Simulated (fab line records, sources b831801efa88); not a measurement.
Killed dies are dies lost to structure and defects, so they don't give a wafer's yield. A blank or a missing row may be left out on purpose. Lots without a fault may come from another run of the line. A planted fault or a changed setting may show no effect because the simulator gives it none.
Chamber matching | flow gf180mcu | GF_POLY_GATE_ETCH_13 on rie_si-01: 4 sister chambers
The step etches poly-Si in HBr/Cl2, stops on SiO2, target depth 198.5 nm, time 69.6 s. 14 wafers are shown with their chamber, then 7 later ones without.

WAFERS WITH THEIR CHAMBER
wafer  | chamber | oes_product_au (a.u.) | throttle_valve_pct (%)
L538.1 | 0       | 1.000                 | 33.684
L538.5 | 2       | 0.999                 | 33.678
L538.6 | 1       | 1.005                 | 33.708
L541.3 | 0       | 0.996                 | 33.688
L541.4 | 2       | 0.997                 | 33.676
L541.6 | 3       | 0.994                 | 33.684
L550.4 | 0       | 1.000                 | 33.692
L550.5 | 2       | 0.996                 | 33.673
L550.6 | 1       | 0.991                 | 33.675
L551.3 | 1       | 1.001                 | 33.686
L551.4 | 2       | 1.006                 | 33.693
L551.5 | 0       | 1.007                 | 33.679
L555.3 | 1       | 1.006                 | 33.690
L555.4 | 0       | 1.006                 | 33.674

SIGNATURES (means of the wafers above)
reading            | chamber 0 | chamber 1 | chamber 2 | chamber 3 | scatter within a chamber
oes_product_au     | 1.00180   | 1.00075   | 0.99950   | 0.99400   | 0.00535
throttle_valve_pct | 33.68340  | 33.68975  | 33.68000  | 33.68400  | 0.01
Rule: a wafer's distance from a chamber is the root of the sum, over the readings, of the square of ((its reading less the chamber's mean) divided by the reading's scatter). The wafer belongs to the nearest chamber; if the next one is less than 2 further off, it can't be placed. The scatter: the root of (the sum of the squares of (reading less its chamber's mean) over the shown wafers, divided by (wafers less chambers)).

WAFERS WITHOUT THEIR CHAMBER
wafer  | oes_product_au (a.u.) | throttle_valve_pct (%)
L555.6 | 1.002                 | 33.679
L556.1 | 1.003                 | 33.703
L556.4 | 1.001                 | 33.675
L556.6 | 0.995                 | 33.684
L560.3 | 1.004                 | 33.677
L560.4 | 0.986                 | 33.688
L560.6 | 0.983                 | 33.684

WHICH CHAMBER EACH WENT THROUGH
wafer  | from the rows above               | in truth
L555.6 | can't be placed: 0 or 2 or 1 or 3 | 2
L556.1 | can't be placed: 1 or 0 or 2 or 3 | 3
L556.4 | can't be placed: 2 or 0 or 1 or 3 | 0
L556.6 | can't be placed: 3 or 2 or 1 or 0 | 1
L560.3 | can't be placed: 0 or 2 or 1 or 3 | 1
L560.4 | can't be placed: 3 or 2 or 1 or 0 | 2
L560.6 | can't be placed: 3 or 2 or 1 or 0 | 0
Placed correctly: 0 of 7. Can't be placed from these rows: 7 (the true chamber is among the candidates in 7). Placed wrongly: 0.
